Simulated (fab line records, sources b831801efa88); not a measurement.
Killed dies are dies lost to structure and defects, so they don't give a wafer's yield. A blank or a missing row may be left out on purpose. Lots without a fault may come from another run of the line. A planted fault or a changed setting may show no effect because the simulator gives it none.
Which tool did it? | flow sky130 | 7 lots, 21 wafers sampled, at 2 steps of a route of 708

WHAT THE GAUGES READ, wafer by wafer
SKY_SD_N_RS_MEAS_16: measures by four-point-probe.
lot  | measured     | on            | SD_N_RS (ohm/sq)
L709 | day 29 03:39 | film_metro-03 | 68.85 68.80 68.88
L711 | day 29 15:46 | film_metro-01 | 68.57 68.61 68.48
L714 | day 31 04:03 | film_metro-03 | 68.78 68.80 68.77
L717 | day 31 13:07 | film_metro-03 | 69.01 68.79 68.83
L721 | day 33 00:37 | film_metro-01 | 68.72 68.51 68.53
L723 | day 33 12:02 | film_metro-01 | 68.62 68.68 68.73
L729 | day 35 14:08 | film_metro-02 | 68.64 68.46 68.53

WHICH TOOL RAN EACH LOT (tool, then ch and the chambers of the sampled wafers, then the start)
lot  | SKY_SD_N_RTA_14
L709 | rtp_anneal-01 ch 0, day 29 03:28
L711 | rtp_anneal-01 ch 0, day 29 15:36
L714 | rtp_anneal-02 ch 0, day 31 03:49
L717 | rtp_anneal-02 ch 0, day 31 12:55
L721 | rtp_anneal-01 ch 0, day 33 00:27
L723 | rtp_anneal-01 ch 0, day 33 11:51
L729 | rtp_anneal-01 ch 0, day 35 13:58
- SKY_SD_N_RTA_14: time 2 s.

THE ANSWER, worked out from the rows above alone
Rule: what is usual is taken from the lots themselves. Put in order of their means at a reading, lots are off if they are a third of the lots or fewer, leave a main group of 4 or more, and stand apart from it by a gap of 3 or more times the standard deviation of the main group's means; of several such gaps the widest counts. A main group whose means are all the same, to the digits that the tables above print for the reading, isn't used. A lot without any number at a reading at which 4 lots or more have one is off too. The other lots that the step has rows for count as sound.
No lot is off at any reading shown: from this, nothing can be told.

WHAT THE SIMULATOR HAD PUT IN
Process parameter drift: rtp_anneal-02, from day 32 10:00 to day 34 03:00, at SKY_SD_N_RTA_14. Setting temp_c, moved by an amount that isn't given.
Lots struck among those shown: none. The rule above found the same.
